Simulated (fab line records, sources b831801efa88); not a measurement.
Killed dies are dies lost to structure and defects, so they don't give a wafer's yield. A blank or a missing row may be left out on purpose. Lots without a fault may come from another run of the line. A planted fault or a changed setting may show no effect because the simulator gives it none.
fab line records | flow gf180mcu
record lots=8 wafers=24 last_day=32
route steps=602 shown HV_LDD@209 CONTACT@288 V2@407 M4@470
lots that met no fault: from a run of the same line without faults
start_h: hours from the record's first day to the start of the lot's first wafer shown | wait_h: hours since the lot's step before | " the same as in the row above | L1.1+2: a row that stands for several wafers | - no value, or no start given | * or withheld: withheld | < > ~ a bound
route shown NAME@n: a module of which the file shows steps, and the number in the route of the first | usual: mean/standard deviation of fault-free wafers | same: alike in all rows | chamber/n: place in a boat | sites: the reading at each site | _std_site: their standard deviation | _edge_site: outer sites' mean less inner sites' | radius_mm: how far each site lies from the wafer's centre | mask NAME#n: copy n | behind: the tool/chamber that last shaped the wafer | hold: why the lot was held/for how many hours/how that ended | device: the transistor (n, p or np) that didn't switch | end of line: the same wafers' tests at the end of the route | a step without rows: its recipe alone | killed: dies lost to structure and defects at the first sort, not the wafer's yield | map: a wafer's dies, x killed, . not, _ none there
set.NAME: the setting as run; set.NAME@STEP: as run at that earlier step | model.NAME: the simulator's own value behind a step, which no gauge read
steps of the route over a sample of lots; a table a step, a row a wafer
services: from which hour (start_h, from the record's first day; less than 0 if before it) a tool's chamber was out of use, for how many hours, and why
## steps
# step GF_HV_LDD_IMPLANT_33
# recipe species=P energy_kev=60 dose_cm2=7.5e+12 tilt_deg=30 rotation_deg=0
# usual implant_ion_amu=31/0
# columns lot.wafer tool chamber start_h wait_h implant_ion_amu
L631.2 implanter-04 0 254.77 0.0 31
L631.5 " 0 " " 31
L631.6 " 0 " " 31
L632.3 implanter-02 0 257.73 0.1 31
L632.4 " 0 " " 31
L632.5 " 0 " " 31
L633.4 implanter-02 0 269.91 0.1 31
L633.5 " 0 " " 31
L633.6 " 0 " " 31
L634.1 implanter-01 0 276.13 0.0 31
L634.2 " 0 " " 31
L634.6 " 0 " " 31
L637.1 implanter-01 0 305.23 0.0 31
L637.2 " 0 " " 31
L637.5 " 0 " " 31
L642.1 implanter-01 0 342.08 0.0 75
L642.2 " 0 " " 75
L642.5 " 0 " " 75
L643.1 implanter-02 0 348.78 0.0 75
L643.4 " 0 " " 75
L643.6 " 0 " " 75
L644.3 implanter-02 0 361.30 0.1 75
L644.5 " 0 " " 75
L644.6 " 0 " " 75
# step GF_HV_LDD_TW_MEAS_38
# usual HV_LDD_3_TW=1448/13
# columns lot.wafer tool chamber start_h wait_h HV_LDD_3_TW
L631.2 film_metro-04 - 255.46 0.1 1459
L631.5 " - " " 1457
L631.6 " - " " 1468
L632.3 film_metro-04 - 258.40 0.1 1459
L632.4 " - " " 1456
L632.5 " - " " 1461
L633.4 film_metro-04 - 270.56 0.1 1458
L633.5 " - " " 1452
L633.6 " - " " 1446
L634.1 film_metro-02 - 276.83 0.1 1433
L634.2 " - " " 1435
L634.6 " - " " 1432
L637.1 film_metro-02 - 305.93 0.1 1425
L637.2 " - " " 1434
L637.5 " - " " 1431
L642.1 film_metro-04 - 342.78 0.1 1621
L642.2 " - " " 1621
L642.5 " - " " 1627
L643.1 film_metro-02 - 349.48 0.1 1586
L643.4 " - " " 1587
L643.6 " - " " 1587
L644.3 film_metro-01 - 361.97 0.1 1607
L644.5 " - " " 1609
L644.6 " - " " 1615
# step GF_HV_LDD_RS_MEAS_53
# recipe thk_meas_gauge=four-point-probe
# usual HV_LDD_RS=417.5/0.91
# columns lot.wafer tool chamber start_h wait_h HV_LDD_RS[ohm/sq]
L631.2 film_metro-04 - 275.53 0.1 419.2
L631.5 " - " " 418.0
L631.6 " - " " 417.4
L632.3 film_metro-02 - 277.50 0.1 417.5
L632.4 " - " " 418.0
L632.5 " - " " 417.7
L633.4 film_metro-02 - 290.22 0.1 418.2
L633.5 " - " " 417.6
L633.6 " - " " 417.5
L634.1 film_metro-04 - 297.63 0.1 416.9
L634.2 " - " " 417.8
L634.6 " - " " 417.6
L637.1 film_metro-02 - 327.10 0.1 417.6
L637.2 " - " " 416.1
L637.5 " - " " 416.9
L642.1 film_metro-04 - 364.76 0.1 453.9
L642.2 " - " " 451.7
L642.5 " - " " 454.4
L643.1 film_metro-04 - 371.83 0.1 454.9
L643.4 " - " " 453.7
L643.6 " - " " 454.7
L644.3 film_metro-02 - 384.22 0.1 455.4
L644.5 " - " " 454.3
L644.6 " - " " 454.9
# step GF_CONTACT_THK_MEAS_01
# recipe reads=SiO2_of_CONTACT_CVD_00
# usual CONTACT_CVD_00_THK=294.5/2.7
# columns lot.wafer tool chamber start_h wait_h CONTACT_CVD_00_THK[nm]
L631.2 film_metro-01 - 340.28 0.0 296.2
L631.5 " - " " 296.4
L631.6 " - " " 299.2
L632.3 film_metro-04 - 344.89 0.0 293.8
L632.4 " - " " 297.0
L632.5 " - " " 293.2
L633.4 film_metro-04 - 358.40 0.0 292.3
L633.5 " - " " 294.6
L633.6 " - " " 292.0
L634.1 film_metro-02 - 365.55 0.0 294.2
L634.2 " - " " 290.0
L634.6 " - " " 290.9
L637.1 film_metro-02 - 399.00 0.0 292.6
L637.2 " - " " 295.4
L637.5 " - " " 296.7
L642.1 film_metro-02 - 439.39 0.0 295.6
L642.2 " - " " 293.9
L642.5 " - " " 293.5
L643.1 film_metro-04 - 446.00 0.0 290.9
L643.4 " - " " 296.6
L643.6 " - " " 290.7
L644.3 film_metro-01 - 460.04 0.0 296.4
L644.5 " - " " 291.3
L644.6 " - " " 295.1
# step GF_V2_THK_MEAS_25
# recipe thk_meas_gauge=xrf reads=W_of_V2_CVD_23
# usual V2_W_THK=352/6.5
# columns lot.wafer tool chamber start_h wait_h V2_W_THK[nm]
L631.2 film_metro-01 - 462.83 0.1 349
L631.5 " - " " 351
L631.6 " - " " 348
L632.3 film_metro-04 - 472.66 0.1 352
L632.4 " - " " 360
L632.5 " - " " 358
L633.4 film_metro-01 - 482.74 0.1 344
L633.5 " - " " 345
L633.6 " - " " 342
L634.1 film_metro-04 - 492.27 0.1 360
L634.2 " - " " 353
L634.6 " - " " 363
L637.1 film_metro-04 - 526.98 0.1 355
L637.2 " - " " 350
L637.5 " - " " 357
L642.1 film_metro-02 - 565.41 0.1 358
L642.2 " - " " 363
L642.5 " - " " 354
L643.1 film_metro-02 - 570.62 0.1 350
L643.4 " - " " 359
L643.6 " - " " 348
L644.3 film_metro-02 - 583.29 0.1 350
L644.5 " - " " 360
L644.6 " - " " 349
# step GF_M4_CD_MEAS_14
# recipe target_cd_nm=280
# usual cd_nm=279.6/1.1
# columns lot.wafer tool chamber start_h wait_h cd_nm
L631.2 cd_sem-01 - 536.15 0.1 278.8
L631.5 " - " " 279.3
L631.6 " - " " 278.9
L632.3 cd_sem-01 - 547.21 0.1 278.6
L632.4 " - " " 279.5
L632.5 " - " " 280.6
L633.4 cd_sem-02 - 556.13 0.1 279.4
L633.5 " - " " 279.7
L633.6 " - " " 279.2
L634.1 cd_sem-02 - 564.32 0.1 279.3
L634.2 " - " " 280.2
L634.6 " - " " 281.0
L637.1 cd_sem-02 - 596.04 0.1 279.8
L637.2 " - " " 280.4
L637.5 " - " " 279.8
L642.1 cd_sem-01 - 631.27 0.1 278.1
L642.2 " - " " 277.9
L642.5 " - " " 278.6
L643.1 cd_sem-01 - 637.47 0.1 279.4
L643.4 " - " " 278.4
L643.6 " - " " 278.1
L644.3 cd_sem-02 - 648.91 0.1 281.2
L644.5 " - " " 278.9
L644.6 " - " " 279.8
## services
# columns tool chamber start_h hours kind
implanter-02 - 292.11 2.5 pm
implanter-01 - 317.26 5.6 repair
## key
first_sign step=GF_HV_LDD_IMPLANT_33 reading=implant_ion_amu direction=up sigmas=99+ usual=31 struck=75
effect step=GF_HV_LDD_TW_MEAS_38 reading=HV_LDD_3_TW direction=up sigmas=12 usual=1448 struck=1607
effect step=GF_HV_LDD_RS_MEAS_53 reading=HV_LDD_RS direction=up sigmas=40 usual=417.5 struck=454.2
met_at GF_HV_LDD_IMPLANT_33
struck_lots L642,L643,L644
tester_left_out L642,L643,L644
not_acting_at GF_CONTACT_THK_MEAS_01,GF_V2_THK_MEAS_25,GF_M4_CD_MEAS_14
onset_between 305.23 342.08
fault kind=wrong_recipe_download tool=implanter-01,implanter-02,implanter-04 chamber=- onset_h=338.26 steps=GF_HV_LDD_IMPLANT_33 wrong_recipe.not_listed=1
# tester_left_out: of these lots the tester's yield and bins aren't shown, on N5 and GAA mostly nor the transistor test; their killed dies are dies lost to structure and defects alone, not to doping, threshold or leakage, so they don't give the yield
